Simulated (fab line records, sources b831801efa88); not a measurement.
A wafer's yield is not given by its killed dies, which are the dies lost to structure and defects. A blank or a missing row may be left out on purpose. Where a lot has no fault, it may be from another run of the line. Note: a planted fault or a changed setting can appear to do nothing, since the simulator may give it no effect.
Which of the tools did it? :: flow sky130 :: Sampling: 6 lots, 18 wafers, 3 of 708 route steps

== WHAT THE GAUGES READ, wafer by wafer ==
SKY_CAPM_RS_MEAS_03: uses a four-point probe to measure.
lot: L529
measured: day 38 07:47
on: film metro-03
CAPM_TIN_RS (ohm/sq): 7.01 6.98 7.05

lot: L533
measured: day 39 01:11
on: film metro-03
CAPM_TIN_RS (ohm/sq): 6.85 6.85 6.87

lot: L534
measured: day 39 10:10
on: film metro-01
CAPM_TIN_RS (ohm/sq): 7.01 7.10 6.99

lot: L537
measured: day 40 05:57
on: film metro-01
CAPM_TIN_RS (ohm/sq): 6.89 6.99 6.94

lot: L545
measured: day 42 05:11
on: film metro-01
CAPM_TIN_RS (ohm/sq): 6.90 6.83 6.89

lot: L547
measured: day 42 11:58
on: film metro-02
CAPM_TIN_RS (ohm/sq): 6.74 6.71 6.75

== WHICH TOOL RAN EACH LOT (tool, then ch and the chambers of the sampled wafers, then the start) ==
lot: L529
SKY_METAL3_SPUTTER_03: pvd sputter-01, day 38 07:32
SKY_CAPM_SPUTTER_02: pvd sputter-04, day 38 07:41

lot: L533
SKY_METAL3_SPUTTER_03: pvd sputter-02, day 39 00:53
SKY_CAPM_SPUTTER_02: pvd sputter-01, day 39 01:02

lot: L534
SKY_METAL3_SPUTTER_03: pvd sputter-01, day 39 09:53
SKY_CAPM_SPUTTER_02: pvd sputter-04, day 39 10:02

lot: L537
SKY_METAL3_SPUTTER_03: pvd sputter-02, day 40 05:40
SKY_CAPM_SPUTTER_02: pvd sputter-04, day 40 05:49

lot: L545
SKY_METAL3_SPUTTER_03: pvd sputter-03, day 42 04:56
SKY_CAPM_SPUTTER_02: pvd sputter-01, day 42 05:05

lot: L547
SKY_METAL3_SPUTTER_03: pvd sputter-03, day 42 11:41
SKY_CAPM_SPUTTER_02: pvd sputter-01, day 42 11:50
- SKY_METAL3_SPUTTER_03: material Ti, target thk 5 nm, time 3.3 s.
- SKY_CAPM_SPUTTER_02: material TiN, target thk 200 nm, time 166.7 s.

== THE ANSWER, worked out from the rows above alone ==
Rule: the usual values come from the lots themselves. The widest of any qualifying gaps counts: lots, ordered by their means at a reading, are off when they make up no more than a third of the lots, leave a main group of 4 or more, and stand apart from it by 3 or more times the standard deviation of that group's means. A main group whose means are all the same, to the digits that the tables above print for the reading, isn't used. Also off: a lot with no number at a reading for which 4 or more lots have one. All remaining lots with rows at the step are treated as sound.
None of the lots is off at any reading shown; this tells nothing.

== WHAT WAS PUT IN BY THE SIMULATOR ==
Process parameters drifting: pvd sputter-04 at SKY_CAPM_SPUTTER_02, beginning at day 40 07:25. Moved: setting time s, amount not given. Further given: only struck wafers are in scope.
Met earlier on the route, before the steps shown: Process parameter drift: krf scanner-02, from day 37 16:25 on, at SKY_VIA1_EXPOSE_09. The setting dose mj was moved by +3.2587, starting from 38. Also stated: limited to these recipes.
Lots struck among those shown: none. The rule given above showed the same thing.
